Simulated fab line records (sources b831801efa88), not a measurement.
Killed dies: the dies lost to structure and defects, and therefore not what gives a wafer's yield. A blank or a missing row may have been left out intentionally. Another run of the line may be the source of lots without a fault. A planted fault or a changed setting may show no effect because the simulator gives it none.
The same fault as seen by 2 desks / flow gf180mcu / what lay behind the numbers comes last; until then each desk has only its own

## DESK OF THE TOOL OWNER: litho track-02
The tool's own readings at GF_M2_DEVELOP_13 (develop time 60 s): means of the sampled wafers that have a number, for each lot that ran on this tool. If a lot's mean is further than 4 standard deviations from the usual mean, the lot is out of limits and carries the mark OUT (the distance appears in the brackets).
Columns: A = chill plate temp C at GF_M2_DEVELOP_13, usual 23.01 C
lot=L540; first seen here=day 25 10:24; A=23.03
This desk's finding: nothing out of limits on the one lot.

## METROLOGY DESK
What the gauges read for every lot (on any tool): the sampled wafers with a number, averaged. If a lot's mean is further than 4 standard deviations from the usual mean, the lot is out of limits and carries the mark OUT (the distance appears in the brackets).
Columns: A = M2_ALCU_RS at GF_M2_RS_MEAS_05, usual 0.0693 ohm/sq; B = M2_ALCU_THK at GF_M2_THK_MEAS_06, usual 454 nm; C = cd nm at GF_M2_CD_MEAS_14, usual 279.8 nm
lot=L526; first seen here=day 19 17:40; A=0.0691; B=459; C=279.7
lot=L531; first seen here=day 22 07:47; A=0.0705; B=450; C=-
lot=L533; first seen here=day 22 10:22; A=0.0691; B=454; C=-
lot=L536; first seen here=day 23 17:58; A=0.0696; B=450; C=282.1
lot=L540; first seen here=day 24 13:08; A=0.0695; B=455; C=278.0
lot=L544; first seen here=day 26 01:25; A=0.0686; B=459; C=280.3
This desk's verdict: no lot among the 6 shows anything out of limits.

## PUT TOGETHER
Nothing out of limits was seen by the tool owner's desk.
At the metrology desk, nothing out of limits was observed.

## WHAT THE SIMULATOR HAD PUT IN
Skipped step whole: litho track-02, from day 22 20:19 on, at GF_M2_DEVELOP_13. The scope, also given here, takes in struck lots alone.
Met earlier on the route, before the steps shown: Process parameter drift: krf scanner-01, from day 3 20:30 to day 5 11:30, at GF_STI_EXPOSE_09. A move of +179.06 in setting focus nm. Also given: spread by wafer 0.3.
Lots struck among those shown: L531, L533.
